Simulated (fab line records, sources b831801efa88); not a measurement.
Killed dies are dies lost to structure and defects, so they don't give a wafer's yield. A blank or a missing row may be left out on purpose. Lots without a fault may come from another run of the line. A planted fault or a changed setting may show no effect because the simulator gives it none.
Problem report in the 8D (eight disciplines) form, filled by code | flow sky130 | the parts of the form that need people (team, actions taken, sign-off) are left out

1. THE PROBLEM
run_length_s at SKY_FIELD_ISO_ETCH_17 reads a mean of 115.7 s on 3 wafers of 3 lots; wafers without a fault read 126.0 s with a standard deviation of 0.44. That is -23 standard deviations from the usual mean.
The step: etches Si in HBr/Cl2/O2, target depth 342 nm, time 97.7 s.
First seen on wafer L690.3, day 3 19:11, on rie_si-01. The record holds 19 wafers of 7 lots with a number at this step. Rule for "out", or "out of limits": more than 4 standard deviations from the usual mean. The other wafers with a number count as sound.

2. WHAT IT IS AND WHAT IT IS NOT
question                    | is                     | is not
which readings at this step | run_length_s           | drypump_motor_current_A, oes_product_au, throttle_valve_pct
which lots                  | L690, L691, L692       | L684, L686, L698, L699
which wafers of those lots  | L690.3, L691.3, L692.3 | L690.2, L690.6, L691.4, L692.6
read on which tools         | rie_si-01              | rie_si-02
when                        | from day 3 19:11       | up to then (8 sound wafers); but 8 sound wafers of L691, L692, L698, L699 came after

3. SUSPECTS, AND WHAT RULES EACH OUT
Counting: a tool at a process step up to the reading stays a suspect if it ran every lot that is out. Sound lots after the first of them don't rule it out here, since some wafers of a struck lot are sound.
- rie_si-01 at SKY_FIELD_ISO_ETCH_17 (etches Si in HBr/Cl2/O2, target depth 342 nm, time 97.7 s): kept. It ran every lot that is out, first L690 (day 3 19:11); its last sound lot up to then is L686 (day 2 20:41). Its own readings are out on those wafers: run_length_s.
Left after counting: rie_si-01 at SKY_FIELD_ISO_ETCH_17.

4. THE CAUSE (what the simulator had put in)
Process parameter drift: rie_si-01, from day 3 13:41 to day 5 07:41, at SKY_FIELD_ISO_ETCH_17. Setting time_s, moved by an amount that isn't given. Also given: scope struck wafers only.
Counting left only this tool.

5. THE CHAIN OF EFFECTS, in route order
Each row: a reading whose mean over the struck wafers that have a number lies more than 3 standard deviations from the usual. Only readings for which the record gives a usual standard deviation are gone through. hours: the time from each lot's start at the first step in this table that gives one to its start at this step, as a median over the lots. sigmas: the change in usual standard deviations.
hours | step                  | reading      | usual   | on struck wafers | change | sigmas
0     | SKY_FIELD_ISO_ETCH_17 | run_length_s | 126.0 s | 115.7            | -10.3  | -23
The process steps in it:
- SKY_FIELD_ISO_ETCH_17: etches Si in HBr/Cl2/O2, target depth 342 nm, time 97.7 s.

6. WHAT WOULD HAVE CAUGHT IT SOONER
In this record the first reading out of limits was taken at day 3 19:11, 6 hours after the fault began at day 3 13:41.
